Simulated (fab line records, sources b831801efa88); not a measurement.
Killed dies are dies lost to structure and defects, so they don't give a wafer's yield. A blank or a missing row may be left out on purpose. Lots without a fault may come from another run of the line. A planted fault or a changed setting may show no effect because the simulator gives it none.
A struck lot beside a sound one | flow sky130 | 18 steps out of a route of 708
Sound: wafers L664.1, L664.3, L664.5. Struck: wafer L660.3. (L660.1 of the same lot was not struck and is left out.) The cause comes at the end.
At each step with rows: each side's tool, then ch and its chambers, then its first start. Under that, the readings that differ: sound wafers | struck wafers | difference of the means | sigmas: that difference in standard deviations of wafers without a fault.
alike: readings whose means differ by less than 2 such deviations, and words and numbers that are the same on both sides. not compared: withheld readings, readings that some wafer has no value for, bounds like >300 that may hide the same value, and numbers for which the record gives no deviation and whose values overlap.
The two part at a step that has a row with sigmas, a row that says differs or no value, or rows on one side only. Numbers that don't overlap but have no deviation are shown without sigmas and don't part them. A reading that every wafer of one side lacks parts them only if that side has two wafers or more.

first, 2 steps without rows for these wafers: SKY_CONTACT_PEB_12; SKY_CONTACT_DEVELOP_13 (develop time 60 s).
SKY_CONTACT_CD_MEAS_14: target cd 170 nm.
  sound on cd_sem-02, day 36 15:02; struck on cd_sem-01, day 35 17:32
  reading    | sound             | struck | difference | sigmas
  cd_nm (nm) | 171.9 171.4 172.5 | 168.8  | -3.1       | -2
SKY_CONTACT_OVL_MEAS_15:
  sound on overlay-01, day 36 15:10; struck on overlay-02, day 35 17:40
  alike: CONTACT_OVL
then, 1 step without rows for these wafers: SKY_CONTACT_ETCH_16 (etches BARC in N2/H2, stops on SiO2, time 45.9 s, target depth 60 nm).
SKY_CONTACT_ETCH_17: etches SiO2 in C4F8/O2/Ar, stops on Si3N4, target depth 340 nm.
  sound on rie_diel-01 ch 0,1,2, day 36 15:14; struck on rie_diel-03 ch 2, day 35 17:44
  reading               | sound             | struck | difference | sigmas
  oes_product_au (a.u.) | 0.885 0.884 0.886 | 0.896  | +0.011     | +2
SKY_CONTACT_ETCH_18: etches Si3N4 in CHF3/O2, stops on TiN, time 39 s, target depth 75 nm.
  sound on rie_diel-01 ch 0,1,2; struck on rie_diel-03 ch 2
  alike: drypump_motor_current_A, oes_product_au, throttle_valve_pct
  not compared: rf_hours_counter_h
SKY_CONTACT_STRIP_19: strips in O2/N2.
  sound on plasma_asher-04 ch 1, day 36 15:19; struck on plasma_asher-02 ch 1, day 35 17:49
  alike: drypump_motor_current_A, o2_flow_sccm, oes_product_au, strip_time_to_endpoint_s
  not compared: rf_hours_counter_h
then, 3 steps without rows for these wafers: SKY_CONTACT_STRIP_20 (strips in post etch residue remover, time 1200 s); SKY_CONTACT_CLEAN_21 (cleans in IPA, time 180 s); SKY_CONTACT_CLEAN_22 (cleans in O3/DIW).
SKY_CONTACT_SPUTTER_23: material TiN, target thk 20 nm, time 80 s.
  sound on pvd_sputter-02, day 36 15:57; struck on pvd_sputter-03, day 35 18:26
  alike: throttle_valve_pct
SKY_CONTACT_CVD_24: deposits W, target thk 340 nm, time 102.12 s.
  sound on cvd_w-02 ch 0,1, day 36 16:01; struck on cvd_w-01 ch 1, day 35 18:29
  reading                               | sound             | struck | difference | sigmas
  heater_power_w (W)                    | 881 878 850       | 762    | -108       | -3
  model.W_of_CONTACT_CVD_24.thk_nm (nm) | 344.3 345.7 346.1 | 314.7  | -30.7      |
  alike: susceptor_temp_C
SKY_CONTACT_RS_MEAS_25: measures by four-point-probe.
  sound on film_metro-01, day 36 16:07; struck on film_metro-04, day 35 18:36
  reading               | sound             | struck | difference | sigmas
  CONTACT_W_RS (ohm/sq) | 0.333 0.332 0.331 | 0.365  | +0.033     | +8
SKY_CONTACT_THK_MEAS_26: measures by xrf.
  sound on film_metro-01, day 36 16:14; struck on film_metro-04, day 35 18:43
  reading            | sound       | struck | difference | sigmas
  CONTACT_W_THK (nm) | 344 346 347 | 315    | -31        | -6
SKY_CONTACT_CMP_27: polishes, stops on SiO2, t overpolish 15 s, target thk 0 nm.
  sound on cmp-02 ch 0,1,2, day 36 16:21; struck on cmp-02 ch 1, day 35 18:47
  reading                | sound    | struck | difference | sigmas
  time_to_endpoint_s (s) | 84 82 81 | 75     | -7         | -2
  alike: motor_current_A
SKY_METAL1_SPUTTER_00: material Ti, target thk 15 nm, time 10 s.
  sound on pvd_sputter-04, day 36 16:36; struck on pvd_sputter-04, day 35 19:05
  alike: throttle_valve_pct
-- the record jumps here: 13 days lie between the struck wafers' starts before and after (it left off in module METAL1 and takes up again in module PAD_OPEN, whose first step shown is number 708 of the route) --
SKY_PAD_OPEN_PROBE_99:
  sound on prober-01, day 49 13:58; struck on prober-01, day 48 21:26
  reading            | sound    | struck | difference | sigmas
  killed_at_M4_up    | 1 2 2    | 6      | +4         | +2
  killed_at_contacts | 22 23 24 | 11     | -12        | -2
  alike: killed_at_M0_to_M3, killed_at_front_end, killed_at_other, killed_dies, killed_open, killed_short

WHERE THEY PART
First at SKY_CONTACT_CD_MEAS_14; last, within this record, at SKY_PAD_OPEN_PROBE_99.

WHY: what the simulator had put in
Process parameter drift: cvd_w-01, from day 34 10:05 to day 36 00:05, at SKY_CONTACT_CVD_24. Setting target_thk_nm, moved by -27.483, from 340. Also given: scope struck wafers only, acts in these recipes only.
